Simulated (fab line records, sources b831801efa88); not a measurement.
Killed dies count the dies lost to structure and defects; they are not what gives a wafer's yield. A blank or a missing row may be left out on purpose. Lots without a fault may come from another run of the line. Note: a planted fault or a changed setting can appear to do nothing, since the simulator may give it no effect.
Which of the tools did it?    flow sky130    route of 708 steps, sampled at 1 step: 12 lots, 36 wafers

## WHAT EACH GAUGE READ, for each wafer
SKY_METAL1_CD_MEAS_15: the cd target is 140 nm.
lot   measured      on        cdNm (nm)
L111  day 34 02:31  cdSem-01  138.7 137.9 138.8
L110  day 34 03:31  cdSem-02  138.7 140.3 139.4
L114  day 34 05:41  cdSem-01  137.8 139.0 138.9
L115  day 34 06:44  cdSem-02  139.8 139.4 137.4
L121  day 36 22:10  cdSem-02  140.8 140.9 141.5
L123  day 36 23:31  cdSem-01  141.1 139.0 140.1
L122  day 37 02:43  cdSem-02  140.6 138.9 139.7
L129  day 39 00:32  cdSem-02  136.7 135.9 137.6
L131  day 39 08:09  cdSem-02  140.4 140.0 140.9
L132  day 39 09:13  cdSem-02  140.5 140.3 139.0
L130  day 39 09:54  cdSem-01  139.8 140.3 140.7
L133  day 39 11:26  cdSem-01  141.0 140.3 138.4

## EACH LOT AND THE TOOL THAT RAN IT (in order: tool; ch and the chambers of the sampled wafers; start)
The record shows no process step preceding these readings.

## WHAT THE TOOLS THEMSELVES READ (means of the sampled wafers that have a number; where no wafer has one, the mark that the record gives instead)
The record holds no such reading with a usual standard deviation.

## THE ANSWER, worked out from the rows above alone
Rule: the usual values come from the lots themselves. Put in order of their means at a reading, lots are off if they are a third of the lots or fewer, leave a main group of 4 or more, and stand apart from it by a gap of 3 or more times the standard deviation of the main group's means; of several such gaps the widest counts. Not used: any main group whose means are identical at the precision the tables above print for the reading. A lot without any number at a reading at which 4 lots or more have one is off too. All remaining lots with rows at the step are treated as sound. First the gauges in route order, then the tools' own readings, where a lot's mean is used as printed above. At the first step where some lot is off, the reading lying furthest off is the one used; lots without a number count as furthest.
No lot is off at any reading shown: from this, nothing can be told.

## WHAT THE SIMULATOR PUT IN
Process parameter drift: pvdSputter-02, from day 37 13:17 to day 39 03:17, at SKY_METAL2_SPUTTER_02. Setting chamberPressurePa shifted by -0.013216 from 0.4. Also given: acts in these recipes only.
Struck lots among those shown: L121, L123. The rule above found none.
